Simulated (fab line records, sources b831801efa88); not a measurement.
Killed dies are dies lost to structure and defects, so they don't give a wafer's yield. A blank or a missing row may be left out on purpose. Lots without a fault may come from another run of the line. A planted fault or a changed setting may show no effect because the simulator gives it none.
Chamber matching | flow sky130 | SKY_CONTACT_CMP_27 on cmp-01: 4 sister chambers
The step polishes, stops on SiO2, t overpolish 15 s, target thk 0 nm. 4 wafers are shown with their chamber, then 7 later ones without.

WAFERS WITH THEIR CHAMBER
wafer  | chamber | motor_current_A (A)
L399.4 | 2       | 12.9
L406.3 | 0       | 11.5
L409.1 | 3       | 14.7
L409.3 | 1       | 10.3

WAFERS WITHOUT THEIR CHAMBER
wafer  | motor_current_A (A)
L409.4 | 12.3
L412.4 | 14.4
L412.5 | 15.0
L412.6 | 12.0
L413.1 | 12.8
L413.4 | 14.8
L413.6 | 11.9

WHICH CHAMBER EACH WENT THROUGH
wafer  | from the rows above     | in truth
L409.4 | can't be placed: 2 or 0 | 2
L412.4 | 3                       | 3
L412.5 | 3                       | 3
L412.6 | can't be placed: 0 or 2 | 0
L413.1 | 2                       | 2
L413.4 | 3                       | 3
L413.6 | can't be placed: 0 or 2 | 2
Placed correctly: 4 of 7. Can't be placed from these rows: 3 (the true chamber is among the candidates in 3). Placed wrongly: 0.
How it was worked out, from the rows above alone: a wafer's distance from a chamber is the root of the sum, over the readings, of the square of ((its reading less the chamber's mean) divided by the reading's scatter). The wafer belongs to the nearest chamber; if the next one is less than 2 further off, it can't be placed. A chamber's mean is the mean of its shown wafers. The scatter: with one shown wafer a chamber, the root of the mean of the squares of how far each hidden wafer lies from its nearest shown one.
